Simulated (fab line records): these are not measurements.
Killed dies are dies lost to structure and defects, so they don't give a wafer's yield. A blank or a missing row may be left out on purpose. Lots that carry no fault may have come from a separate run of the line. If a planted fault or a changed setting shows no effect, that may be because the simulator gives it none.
fab line records	flow sky130
record: lots: 5	wafers: 14	last-day: 51
route steps=708 shown LDD_P@263 LDD_HVN@267 LDD_HVP@278 LDD_LDN@289 SPACER@304 PAD_OPEN@708
lots that met no fault: taken from a fault-free run of the same line
start-h: start of the lot's first displayed wafer, in hours after the record's first day	wait-h: hours elapsed since this lot's preceding step	" as in the row above	L1.1+2: one row covering several wafers at once	- no value, or no start was given	* or withheld: withheld	< > ~ a bound
route shown NAME@n: a module of which the file shows steps, and the number in the route of the first	usual: mean/standard deviation taken from wafers without a fault	same: alike in all rows	chamber/n: place in a boat	sites: per-site readings	_std_site: their standard deviation	_edge_site: the outer-site mean with the inner-site mean subtracted	radius-mm: how far each site lies from the wafer's centre	mask NAME#n: copy n	behind: tool/chamber where the wafer was last shaped	hold: why the lot was held/for how many hours/how that ended	device: whichever transistor did not switch (one of n, p or np)	end of line: the route-end tests of the same wafers	a step with no rows: only its recipe	killed: count of dies lost to structure and defects at first sort (not the wafer's yield)	map: a wafer's dies, marking killed ones x, the rest . and places with no die _
set.NAME: the setting the step ran with; set.NAME@STEP: the setting that earlier step ran with	model.NAME: the simulator's own value behind a step, which no gauge read
lots at some steps of the route; a table a step, a row a wafer
services: when a tool's chamber went out of use (start-h, in hours from the record's first day, below 0 if earlier), for how many hours, and the reason
== steps ==
step: SKY_LDD_P_OVL_MEAS_08
usual: LDD_P_OVL: 0.1/1.3
lot.wafer	tool	chamber	start-h	wait-h	LDD_P_OVL[nm]
L328.1	overlay-01	-	507.19	0.1	-0.2
L328.3	"	-	"	"	0.9
L328.4	"	-	"	"	-1.3
L327.4	overlay-02	-	507.38	0.1	-0.5
L327.5	"	-	"	"	-1.8
L327.6	"	-	"	"	-1.0
L331.1	overlay-02	-	536.96	0.1	3.0
L331.6	"	-	"	"	1.1
L343.2	overlay-02	-	633.90	0.1	0.7
L343.5	"	-	"	"	0.6
L343.6	"	-	"	"	-0.3
L344.1	overlay-02	-	636.61	0.1	1.5
L344.2	"	-	"	"	2.0
L344.5	"	-	"	"	2.6
step: SKY_LDD_P_IMPLANT_09
recipe: species: BF2	energy-kev: 25	dose-cm2: 1e+13	tilt-deg: withheld
step: SKY_LDD_P_STRIP_10
recipe: chemistry: O2/N2	power-w: 1400	pressure-mtorr: 1500	platen-temp-c: withheld	o2-flow-sccm: 3000	n2-flow-sccm: 300	overash-fraction: 0.5
usual: drypump-motor-current-A: 5.7/0.53	o2-flow-sccm: 3001/11	oes-product-au: 0.716/0.0042	strip-time-to-endpoint-s: 14.16/0.043
lot.wafer	tool	chamber	start-h	wait-h	drypump-motor-current-A	o2-flow-sccm	oes-product-au	rf-hours-counter-h	strip-time-to-endpoint-s
L328.1	plasma-asher-04	0	507.38	0.1	6.4	2994	0.711	79	14.08
L328.3	"	0	"	"	6.4	3002	0.722	-	14.13
L328.4	"	1	"	"	6.1	2983	0.716	-	14.13
L327.4	plasma-asher-02	0	507.58	0.1	5.5	3004	0.714	-	14.19
L327.5	"	1	"	"	5.2	3009	0.716	-	14.20
L327.6	"	0	"	"	5.5	2984	0.720	-	14.21
L331.1	plasma-asher-01	1	537.14	0.1	5.9	3012	0.713	41	14.11
L331.6	"	0	"	"	5.0	2991	0.718	-	14.10
L343.2	plasma-asher-02	1	634.08	0.1	5.2	2991	0.715	81	14.21
L343.5	"	0	"	"	5.5	3006	0.714	-	14.12
L343.6	"	1	"	"	5.1	2982	0.716	-	14.16
L344.1	plasma-asher-04	0	636.80	0.1	6.4	2991	0.721	93	14.23
L344.2	"	1	"	"	6.1	3000	0.723	93	14.22
L344.5	"	1	"	"	6.1	3016	0.720	-	14.21
step: SKY_LDD_P_TW_MEAS_11
usual: LDD_P_TW: 634/5.8
lot.wafer	tool	chamber	start-h	wait-h	LDD_P_TW
L328.1	film-metro-01	-	507.48	0.1	624
L328.3	"	-	"	"	626
L328.4	"	-	"	"	626
L327.4	film-metro-03	-	507.68	0.1	641
L327.5	"	-	"	"	638
L327.6	"	-	"	"	638
L331.1	film-metro-03	-	537.24	0.1	631
L331.6	"	-	"	"	633
L343.2	film-metro-03	-	634.19	0.1	635
L343.5	"	-	"	"	634
L343.6	"	-	"	"	635
L344.1	film-metro-02	-	636.90	0.1	647
L344.2	"	-	"	"	645
L344.5	"	-	"	"	647
step: SKY_LDD_HVN_DEHYDRATE_00
recipe: temp-c: 200	time-s: 60
step: SKY_LDD_HVN_HMDS_01
recipe: prime-time-s: 60	prime-temp-c: 120
step: SKY_LDD_HVN_COAT_02
recipe: resist: NOVOLAK	spin-rpm: 3000	resist-thk-nm: 300
step: SKY_LDD_HVN_SOFTBAKE_03
recipe: temp-c: 90	time-s: 60	resist: NOVOLAK
step: SKY_LDD_HVN_EXPOSE_04
recipe: mask-id: HVNTM	na: 0.6	source-shape: conventional	sigma-outer: 0.6	polarization: unpolarized	target-cd-nm: 700	dose-mj: 127
step: SKY_LDD_HVN_PEB_05
recipe: temp-c: withheld	time-s: *	resist: NOVOLAK
step: SKY_LDD_HVN_DEVELOP_06
recipe: resist: NOVOLAK	developer: TMAH	develop-time-s: 60	dev-temp-c: 23
step: SKY_LDD_HVN_OVL_MEAS_07
usual: LDD_HVN_OVL: 0.1/1.1
lot.wafer	tool	chamber	start-h	wait-h	LDD_HVN_OVL[nm]
L328.1	overlay-02	-	537.94	0.1	0.2
L328.3	"	-	"	"	-0.5
L328.4	"	-	"	"	0.9
L327.4	overlay-02	-	538.33	0.1	-1.0
L327.5	"	-	"	"	-0.5
L327.6	"	-	"	"	0.0
L331.1	overlay-01	-	567.46	0.1	2.5
L331.6	"	-	"	"	1.1
L343.2	overlay-02	-	663.12	0.1	-0.4
L343.5	"	-	"	"	-0.8
L343.6	"	-	"	"	-0.9
L344.1	overlay-02	-	665.97	0.1	-0.6
L344.2	"	-	"	"	-1.4
L344.5	"	-	"	"	-0.9
step: SKY_LDD_HVN_IMPLANT_08
recipe: species: P	energy-kev: 60	dose-cm2: 3e+13	tilt-deg: 40
usual: dose-ions-cm2: 3.001e+13/3.4e+10	tilt-deg: 40.000/0.023
same: implant-ion-amu: 31
lot.wafer	tool	chamber	start-h	wait-h	dose-ions-cm2	tilt-deg
L328.1	implanter-03	0	537.98	0.0	3.001e+13	39.992
L328.3	"	0	"	"	3.005e+13	40.020
L328.4	"	0	"	"	3.003e+13	40.011
L327.4	implanter-04	0	538.43	0.1	2.998e+13	40.011
L327.5	"	0	"	"	2.999e+13	40.016
L327.6	"	0	"	"	3.002e+13	40.011
L331.1	implanter-03	0	567.50	0.0	3.003e+13	39.995
L331.6	"	0	"	"	3.005e+13	39.979
L343.2	implanter-04	0	663.18	0.0	2.997e+13	40.006
L343.5	"	0	"	"	2.999e+13	39.987
L343.6	"	0	"	"	2.998e+13	39.988
L344.1	implanter-04	0	666.01	0.0	3.001e+13	39.971
L344.2	"	0	"	"	2.998e+13	39.980
L344.5	"	0	"	"	2.995e+13	39.977
step: SKY_LDD_HVN_STRIP_09
recipe: chemistry: O2/N2	power-w: 1400	pressure-mtorr: 1500	platen-temp-c: withheld	o2-flow-sccm: 3000	n2-flow-sccm: 300	overash-fraction: 0.5
usual: drypump-motor-current-A: 5.4/0.38	o2-flow-sccm: 3000/8.1	oes-product-au: 0.408/0.0047	strip-time-to-endpoint-s: 4.135/0.016
lot.wafer	tool	chamber	start-h	wait-h	drypump-motor-current-A	o2-flow-sccm	oes-product-au	rf-hours-counter-h	strip-time-to-endpoint-s
L328.1	plasma-asher-01	1	538.13	0.1	5.8	2995	0.408	42	4.153
L328.3	"	1	"	"	5.8	2998	0.404	-	4.160
L328.4	"	0	"	"	5.0	2985	0.400	-	4.147
L327.4	plasma-asher-03	1	538.53	0.1	6.1	2991	0.410	-	4.143
L327.5	"	0	"	"	5.3	3004	0.404	-	4.124
L327.6	"	1	"	"	6.1	3011	0.410	-	4.101
L331.1	plasma-asher-02	1	567.65	0.1	5.1	2997	0.406	76	4.155
L331.6	"	0	"	"	5.5	3001	0.406	-	4.128
L343.2	plasma-asher-02	1	663.30	0.1	5.2	3000	0.415	83	4.121
L343.5	"	0	"	"	5.5	3010	0.404	-	4.111
L343.6	"	1	"	"	5.2	2986	0.399	-	4.139
L344.1	plasma-asher-01	0	666.16	0.1	5.0	3008	0.412	55	4.136
L344.2	"	1	"	"	5.8	2997	0.406	55	4.123
L344.5	"	1	"	"	5.9	2995	0.410	-	4.110
step: SKY_LDD_HVN_TW_MEAS_10
usual: LDD_HVN_TW: 1432/15
lot.wafer	tool	chamber	start-h	wait-h	LDD_HVN_TW
L328.1	film-metro-04	-	538.23	0.1	1416
L328.3	"	-	"	"	1416
L328.4	"	-	"	"	1420
L327.4	film-metro-04	-	538.63	0.1	1419
L327.5	"	-	"	"	1421
L327.6	"	-	"	"	1413
L331.1	film-metro-01	-	567.75	0.1	1417
L331.6	"	-	"	"	1404
L343.2	film-metro-04	-	663.41	0.1	1427
L343.5	"	-	"	"	1430
L343.6	"	-	"	"	1430
L344.1	film-metro-01	-	666.26	0.1	1415
L344.2	"	-	"	"	1418
L344.5	"	-	"	"	1419
step: SKY_LDD_HVP_DEHYDRATE_00
recipe: temp-c: 200	time-s: 60
step: SKY_LDD_HVP_HMDS_01
recipe: prime-time-s: 60	prime-temp-c: 120
step: SKY_LDD_HVP_COAT_02
recipe: resist: NOVOLAK	spin-rpm: 3000	resist-thk-nm: 300
step: SKY_LDD_HVP_SOFTBAKE_03
recipe: temp-c: 90	time-s: 60	resist: NOVOLAK
step: SKY_LDD_HVP_EXPOSE_04
recipe: mask-id: HVPTM	na: 0.6	source-shape: conventional	sigma-outer: 0.6	polarization: unpolarized	target-cd-nm: 700	dose-mj: 86
step: SKY_LDD_HVP_PEB_05
recipe: temp-c: withheld	time-s: *	resist: NOVOLAK
step: SKY_LDD_HVP_DEVELOP_06
recipe: resist: NOVOLAK	developer: TMAH	develop-time-s: 60	dev-temp-c: 23
step: SKY_LDD_HVP_OVL_MEAS_07
usual: LDD_HVP_OVL: 0.1/1.1
lot.wafer	tool	chamber	start-h	wait-h	LDD_HVP_OVL[nm]
L328.1	overlay-02	-	568.57	0.1	0.4
L328.3	"	-	"	"	0.5
L328.4	"	-	"	"	1.1
L327.4	overlay-02	-	568.89	0.1	0.0
L327.5	"	-	"	"	0.0
L327.6	"	-	"	"	0.2
L331.1	overlay-02	-	597.91	0.1	0.3
L331.6	"	-	"	"	-1.7
L343.2	overlay-02	-	692.03	0.1	-0.5
L343.5	"	-	"	"	-1.9
L343.6	"	-	"	"	-1.6
L344.1	overlay-01	-	694.37	0.1	-0.4
L344.2	"	-	"	"	-1.3
L344.5	"	-	"	"	-1.6
step: SKY_LDD_HVP_IMPLANT_08
recipe: species: B	energy-kev: 20	dose-cm2: 1.7e+13	tilt-deg: 17.9
step: SKY_LDD_HVP_STRIP_09
recipe: chemistry: O2/N2	power-w: 1400	pressure-mtorr: 1500	platen-temp-c: withheld	o2-flow-sccm: 3000	n2-flow-sccm: 300	overash-fraction: 0.5
usual: drypump-motor-current-A: 5.8/0.46	o2-flow-sccm: 3001/8.3	oes-product-au: 0.408/0.005	strip-time-to-endpoint-s: 4.130/0.015
lot.wafer	tool	chamber	start-h	wait-h	drypump-motor-current-A	o2-flow-sccm	oes-product-au	rf-hours-counter-h	strip-time-to-endpoint-s
L328.1	plasma-asher-03	1	568.76	0.1	6.1	2993	0.417	12	4.137
L328.3	"	0	"	"	5.4	2994	0.403	-	4.137
L328.4	"	1	"	"	6.1	3005	0.405	-	4.158
L327.4	plasma-asher-04	1	569.09	0.1	6.1	2993	0.410	-	4.137
L327.5	"	1	"	"	6.1	3010	0.407	-	4.139
L327.6	"	0	"	"	6.4	3006	0.409	-	4.132
L331.1	plasma-asher-03	0	598.10	0.1	5.3	2993	0.411	15	4.130
L331.6	"	0	"	"	5.3	2998	0.401	-	4.148
L343.2	plasma-asher-04	0	692.21	0.1	6.4	3011	0.416	99	4.123
L343.5	"	1	"	"	6.1	2997	0.415	-	4.119
L343.6	"	0	"	"	6.4	2999	0.405	-	4.133
L344.1	plasma-asher-04	0	694.56	0.1	6.4	3004	0.408	99	4.097
L344.2	"	1	"	"	6.1	3007	0.402	99	4.113
L344.5	"	1	"	"	6.1	3004	0.408	-	4.123
step: SKY_LDD_HVP_TW_MEAS_10
usual: LDD_HVP_TW: 457/3
lot.wafer	tool	chamber	start-h	wait-h	LDD_HVP_TW
L328.1	film-metro-02	-	568.86	0.1	460
L328.3	"	-	"	"	461
L328.4	"	-	"	"	459
L327.4	film-metro-04	-	569.19	0.1	452
L327.5	"	-	"	"	453
L327.6	"	-	"	"	455
L331.1	film-metro-03	-	598.20	0.1	457
L331.6	"	-	"	"	459
L343.2	film-metro-04	-	692.32	0.1	455
L343.5	"	-	"	"	453
L343.6	"	-	"	"	454
L344.1	film-metro-02	-	694.66	0.1	463
L344.2	"	-	"	"	461
L344.5	"	-	"	"	460
step: SKY_LDD_LDN_DEHYDRATE_00
recipe: temp-c: 200	time-s: 60
step: SKY_LDD_LDN_HMDS_01
recipe: prime-time-s: 60	prime-temp-c: 120
step: SKY_LDD_LDN_COAT_02
recipe: resist: NOVOLAK	spin-rpm: 3000	resist-thk-nm: 1140
step: SKY_LDD_LDN_SOFTBAKE_03
recipe: temp-c: 90	time-s: 60	resist: NOVOLAK
step: SKY_LDD_LDN_EXPOSE_04
recipe: mask-id: LDNTM	na: 0.6	source-shape: conventional	sigma-outer: 0.6	polarization: unpolarized	target-cd-nm: 700	dose-mj: 140
step: SKY_LDD_LDN_PEB_05
recipe: temp-c: withheld	time-s: *	resist: NOVOLAK
step: SKY_LDD_LDN_DEVELOP_06
recipe: resist: NOVOLAK	developer: TMAH	develop-time-s: 60	dev-temp-c: 23
step: SKY_LDD_LDN_OVL_MEAS_07
usual: LDD_LDN_OVL: -0.4/1.4
lot.wafer	tool	chamber	start-h	wait-h	LDD_LDN_OVL[nm]
L328.1	overlay-02	-	598.89	0.1	1.1
L328.3	"	-	"	"	-1.0
L328.4	"	-	"	"	1.8
L327.4	overlay-01	-	599.41	0.1	1.1
L327.5	"	-	"	"	1.4
L327.6	"	-	"	"	-0.4
L331.1	overlay-01	-	627.49	0.1	-0.5
L331.6	"	-	"	"	-2.1
L343.2	overlay-02	-	720.47	0.1	-0.3
L343.5	"	-	"	"	1.3
L343.6	"	-	"	"	2.5
L344.1	overlay-02	-	722.56	0.1	0.7
L344.2	"	-	"	"	-0.5
L344.5	"	-	"	"	1.4
step: SKY_LDD_LDN_IMPLANT_08
recipe: species: As	energy-kev: 15	dose-cm2: 1.25e+13	tilt-deg: withheld	rotation-deg: 23
step: SKY_LDD_LDN_IMPLANT_09
recipe: species: As	energy-kev: 15	dose-cm2: 1.25e+13	tilt-deg: withheld	rotation-deg: 113
step: SKY_LDD_LDN_IMPLANT_10
recipe: species: As	energy-kev: 15	dose-cm2: 1.25e+13	tilt-deg: withheld	rotation-deg: 203
step: SKY_LDD_LDN_IMPLANT_11
recipe: species: As	energy-kev: 15	dose-cm2: 1.25e+13	tilt-deg: withheld	rotation-deg: 293
step: SKY_LDD_LDN_STRIP_12
recipe: chemistry: O2/N2	power-w: 1400	pressure-mtorr: 1500	platen-temp-c: withheld	o2-flow-sccm: 3000	n2-flow-sccm: 300	overash-fraction: 0.5
usual: drypump-motor-current-A: 5.7/0.5	o2-flow-sccm: 2999/8.6	oes-product-au: 0.716/0.004	strip-time-to-endpoint-s: 14.17/0.038
lot.wafer	tool	chamber	start-h	wait-h	drypump-motor-current-A	o2-flow-sccm	oes-product-au	rf-hours-counter-h	strip-time-to-endpoint-s
L328.1	plasma-asher-01	0	599.53	0.1	5.0	3012	0.720	48	14.20
L328.3	"	0	"	"	5.0	3014	0.710	-	14.18
L328.4	"	1	"	"	5.8	3004	0.718	-	14.17
L327.4	plasma-asher-04	1	600.06	0.1	6.1	2999	0.722	-	14.16
L327.5	"	1	"	"	6.1	3003	0.715	-	14.13
L327.6	"	0	"	"	6.4	2987	0.719	-	14.18
L331.1	plasma-asher-01	1	628.12	0.1	5.8	3001	0.709	51	14.16
L331.6	"	1	"	"	5.8	3006	0.715	-	14.16
L343.2	plasma-asher-04	0	721.10	0.1	6.4	3004	0.718	102	14.12
L343.5	"	0	"	"	6.4	2988	0.714	-	14.16
L343.6	"	1	"	"	6.1	3001	0.714	-	14.13
L344.1	plasma-asher-03	1	723.20	0.1	6.1	2983	0.713	27	14.19
L344.2	"	0	"	"	5.4	2997	0.716	27	14.14
L344.5	"	0	"	"	5.4	3009	0.717	-	14.18
step: SKY_LDD_LDN_TW_MEAS_13
usual: LDD_LDN_TW: 1473/11
lot.wafer	tool	chamber	start-h	wait-h	LDD_LDN_TW
L328.1	film-metro-03	-	599.63	0.1	1482
L328.3	"	-	"	"	1479
L328.4	"	-	"	"	1481
L327.4	film-metro-04	-	600.15	0.1	1477
L327.5	"	-	"	"	1478
L327.6	"	-	"	"	1475
L331.1	film-metro-03	-	628.22	0.1	1482
L331.6	"	-	"	"	1482
L343.2	film-metro-01	-	721.21	0.1	1465
L343.5	"	-	"	"	1460
L343.6	"	-	"	"	1467
L344.1	film-metro-04	-	723.30	0.1	1470
L344.2	"	-	"	"	1470
L344.5	"	-	"	"	1465
step: SKY_LDD_LDN_CLEAN_14
recipe: chemistry: SC1/SC2	mix: 1:4:20	temp-c: 70	time-s: 150	dry: n2-spin
step: SKY_SPACER_CVD_00
recipe: material: Si3N4	precursor: DCS/NH3	target-thk-nm: 43.1	temp-c: 770	time-s: 740	pressure-mtorr: 250
step: SKY_PAD_OPEN_PROBE_99
usual: killed_at_M0_to_M3: 44/7.2	killed_at_M4_up: 2.9/1.8	killed-at-contacts: 24/5.2	killed-at-front-end: 15/4	killed-at-other: 0.2/0.49	killed-dies: 85/9.1	killed-on-rim: 17/3.7	killed-open: 47/6.8	killed-short: 38/5.7
same: gross-dies: 492	killed-at-back-side: 0
lot.wafer	tool	chamber	start-h	wait-h	killed_at_M0_to_M3	killed_at_M4_up	killed-at-contacts	killed-at-front-end	killed-at-other	killed-dies	killed-on-rim	killed-open	killed-short	model.etest.tip_n_5v.rs-ohm-sq-range	model.etest.nfet-g5v0d10v5.vt-v-range
L328.1	prober-02	-	1136.42	0.1	40	1	26	15	0	82	11	47	35	25.87	0.01456
L328.3	prober-02	-	1136.52	0.2	41	1	25	9	1	77	12	46	31	54.06	0.02065
L328.4	prober-02	-	1136.57	0.2	58	2	25	13	1	99	19	54	45	37.84	0.02309
L327.4	prober-01	-	1138.99	0.2	36	4	32	14	0	86	15	47	39	18.65	0.02014
L327.5	prober-01	-	1139.04	0.2	35	0	25	16	0	76	18	48	28	27.93	0.01741
L327.6	prober-01	-	1139.09	0.2	41	3	28	14	0	86	14	50	36	19.79	0.01029
L331.1	prober-02	-	1156.84	0.1	42	0	16	12	0	70	16	42	28	32.22	0.01134
L331.6	prober-02	-	1157.09	0.2	44	3	17	10	0	74	15	42	32	218.8	0.01737
L343.2	prober-02	-	1212.96	0.1	40	2	14	14	1	71	17	40	31	41.06	0.01191
L343.5	prober-02	-	1213.11	0.2	40	5	21	11	0	77	10	46	31	20.53	0.01076
L343.6	prober-02	-	1213.16	0.2	53	3	14	14	0	84	13	50	34	21.84	0.01078
L344.1	prober-01	-	1213.78	0.1	47	6	22	10	1	86	14	46	40	29.34	0.01845
L344.2	prober-01	-	1213.83	0.1	50	4	30	13	0	97	18	48	49	30	0.01023
L344.5	prober-01	-	1213.98	0.2	52	7	24	12	0	95	20	59	36	30.04	0.01367
killed by level:class
L328.1 CONTACT:geometric-particle:open=13 VIA1:geometric-particle:open=10 VIA2:geometric-particle:open=7 FIELD_ISO:geometric-particle:short=6 LI_CONTACT:geometric-particle:open=5 METAL1:geometric-particle:short=5 VIA1:geometric-particle:short=5 LOCAL_INTERCONNECT:geometric-particle:short=4
L328.3 VIA1:geometric-particle:open=14 LI_CONTACT:geometric-particle:open=9 VIA3:geometric-particle:open=8 CONTACT:geometric-particle:short=6 METAL3:geometric-particle:short=5 CONTACT:geometric-particle:open=4 METAL2:geometric-particle:short=4 VIA2:geometric-particle:open=4
L328.4 VIA2:geometric-particle:open=10 VIA1:geometric-particle:open=10 CONTACT:geometric-particle:open=10 VIA3:geometric-particle:open=10 CONTACT:geometric-particle:short=6 METAL1:geometric-particle:short=6 METAL2:geometric-particle:short=6 VIA2:geometric-particle:short=6
L327.4 CONTACT:geometric-particle:open=15 VIA2:geometric-particle:open=9 VIA1:geometric-particle:open=8 FIELD_ISO:geometric-particle:short=6 LI_CONTACT:geometric-particle:open=6 METAL1:geometric-particle:short=5 VIA1:geometric-particle:short=4 METAL3:geometric-particle:short=4
L327.5 LI_CONTACT:geometric-particle:open=11 VIA2:geometric-particle:open=9 CONTACT:geometric-particle:open=8 FIELD_ISO:geometric-particle:open=5 VIA1:geometric-particle:open=5 FIELD_ISO:geometric-particle:short=4 VIA3:geometric-particle:short=4 METAL2:geometric-particle:short=4
L327.6 LI_CONTACT:geometric-particle:open=10 VIA2:geometric-particle:open=8 VIA1:geometric-particle:open=8 CONTACT:geometric-particle:short=6 CONTACT:geometric-particle:open=6 VIA3:geometric-particle:open=6 FIELD_ISO:geometric-particle:open=5 METAL2:geometric-particle:short=5
L331.1 VIA1:geometric-particle:open=15 CONTACT:geometric-particle:open=9 METAL1:geometric-particle:short=6 VIA1:geometric-particle:short=6 POLY_GATE:geometric-particle:short=5 METAL2:geometric-particle:short=5 VIA3:geometric-particle:open=5 FIELD_ISO:geometric-particle:open=3
L331.6 CONTACT:geometric-particle:open=8 VIA1:geometric-particle:open=8 VIA1:geometric-particle:short=7 VIA2:geometric-particle:open=5 LI_CONTACT:geometric-particle:open=4 METAL1:geometric-particle:short=4 METAL2:geometric-particle:short=4 VIA3:geometric-particle:open=4
L343.2 VIA3:geometric-particle:open=11 VIA1:geometric-particle:open=7 CONTACT:geometric-particle:open=5 METAL1:geometric-particle:short=5 FIELD_ISO:geometric-particle:open=4 METAL3:geometric-particle:short=4 LOCAL_INTERCONNECT:geometric-particle:short=4 VIA1:geometric-particle:short=4
L343.5 VIA1:geometric-particle:open=9 CONTACT:geometric-particle:open=8 VIA2:geometric-particle:open=7 METAL1:geometric-particle:short=6 LI_CONTACT:geometric-particle:short=5 VIA3:geometric-particle:open=5 VIA1:geometric-particle:short=4 POLY_GATE:geometric-particle:short=3
L343.6 VIA1:geometric-particle:open=15 METAL1:geometric-particle:short=11 VIA3:geometric-particle:open=10 POLY_GATE:geometric-particle:open=7 VIA2:geometric-particle:open=6 LOCAL_INTERCONNECT:geometric-particle:short=4 CONTACT:geometric-particle:open=4 METAL2:geometric-particle:short=4
L344.1 CONTACT:geometric-particle:open=9 VIA1:geometric-particle:open=9 VIA3:geometric-particle:open=9 METAL2:geometric-particle:short=7 CONTACT:geometric-particle:short=6 VIA1:geometric-particle:short=4 POLY_GATE:geometric-particle:short=4 METAL1:geometric-particle:short=4
L344.2 CONTACT:geometric-particle:open=14 VIA2:geometric-particle:open=8 METAL2:geometric-particle:short=8 CONTACT:geometric-particle:short=7 METAL1:geometric-particle:short=6 VIA1:geometric-particle:open=6 FIELD_ISO:geometric-particle:open=5 VIA1:geometric-particle:short=5
L344.5 CONTACT:geometric-particle:open=12 VIA1:geometric-particle:open=9 VIA3:geometric-particle:open=8 METAL1:geometric-particle:short=7 VIA2:geometric-particle:open=6 METAL2:geometric-particle:short=6 LI_CONTACT:geometric-particle:open=5 METAL4:geometric-particle:short=4
== services ==
tool	chamber	start-h	hours	kind
implanter-03	-	488.92	2.0	repair
implanter-03	-	490.89	3.2	pm
plasma-asher-03	-	508.31	19.8	pm
plasma-asher-02	-	520.30	1.8	repair
implanter-04	-	547.16	4.1	repair
implanter-03	-	557.21	2.6	repair
implanter-03	-	559.55	3.2	repair
plasma-asher-01	-	562.30	0.8	repair
plasma-asher-02	-	574.75	14.6	pm
plasma-asher-02	-	635.27	2.8	pm
implanter-04	-	649.92	3.7	pm
implanter-03	-	657.75	1.3	repair
implanter-03	-	677.40	3.3	repair
plasma-asher-01	-	690.53	2.8	pm
plasma-asher-03	-	704.69	5.0	repair
== key ==
first-sign none at tools or gauges
model-effect: step: SKY_PAD_OPEN_PROBE_99	value: etest.tip_n_5v.rs-ohm-sq-range	without: 15.28	struck: 218.8
met-at SKY_LDD_HVN_IMPLANT_08
struck-wafers L331.6
tester-left-out L331
onset-between 537.98 567.50
fault: kind: process-parameter-drift	tool: implanter-03	chamber: -	onset-h: 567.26	steps: SKY_LDD_HVN_IMPLANT_08	channel: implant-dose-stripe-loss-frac	offset: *	shape: step	end-h: 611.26	scope: struck-wafers-only
tester-left-out: of these lots the tester's yield and bins aren't shown, on N5 and GAA mostly nor the transistor test; their killed dies are dies lost to structure and defects alone, not to doping, threshold or leakage, so they don't give the yield
